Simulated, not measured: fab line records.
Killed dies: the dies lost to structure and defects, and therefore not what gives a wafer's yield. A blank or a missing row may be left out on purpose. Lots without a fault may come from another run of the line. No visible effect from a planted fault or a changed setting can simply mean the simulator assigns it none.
Matching of chambers / flow gf180mcu / GF_V3_ETCH_16 on rie_diel-04 has 4 sister chambers
The step etches BARC in N2/H2. 4 wafers are shown with their chamber, then 7 later ones without.

== WAFERS WITH THEIR CHAMBER ==
wafer=L115.3; chamber=1; oes_product_au (a.u.)=0.860
wafer=L132.3; chamber=3; oes_product_au (a.u.)=0.857
wafer=L133.2; chamber=0; oes_product_au (a.u.)=0.857
wafer=L133.5; chamber=2; oes_product_au (a.u.)=0.854

== WAFERS WITHOUT THEIR CHAMBER ==
wafer=L133.6; oes_product_au (a.u.)=0.845
wafer=L134.2; oes_product_au (a.u.)=0.855
wafer=L134.4; oes_product_au (a.u.)=0.856
wafer=L134.5; oes_product_au (a.u.)=0.863
wafer=L135.1; oes_product_au (a.u.)=0.857
wafer=L135.2; oes_product_au (a.u.)=0.857
wafer=L135.3; oes_product_au (a.u.)=0.849

== WHICH CHAMBER EACH ONE RAN IN ==
wafer=L133.6; from the rows above=can't be placed: 2 or 0 or 3 or 1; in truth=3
wafer=L134.2; from the rows above=can't be placed: 2 or 0 or 3 or 1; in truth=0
wafer=L134.4; from the rows above=can't be placed: 0 or 3 or 2 or 1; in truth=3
wafer=L134.5; from the rows above=can't be placed: 1 or 0 or 3 or 2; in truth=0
wafer=L135.1; from the rows above=can't be placed: 0 or 3 or 1 or 2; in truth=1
wafer=L135.2; from the rows above=can't be placed: 0 or 3 or 1 or 2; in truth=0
wafer=L135.3; from the rows above=can't be placed: 2 or 0 or 3 or 1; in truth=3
Correct placement for 0 of the 7. Not placeable from these rows: 7 (in 7, the candidates include the true chamber). 0 placed wrongly.
How it was worked out, from the rows above alone: a wafer's distance from a chamber is the root of the sum, over the readings, of the square of ((its reading less the chamber's mean) divided by the reading's scatter). If the next closest chamber is less than 2 further off than the closest, the wafer can't be placed; otherwise it belongs to the closest. Each chamber's mean is taken over the wafers shown for it. The scatter: with one shown wafer a chamber, the root of the mean of the squares of how far each hidden wafer lies from its nearest shown one.
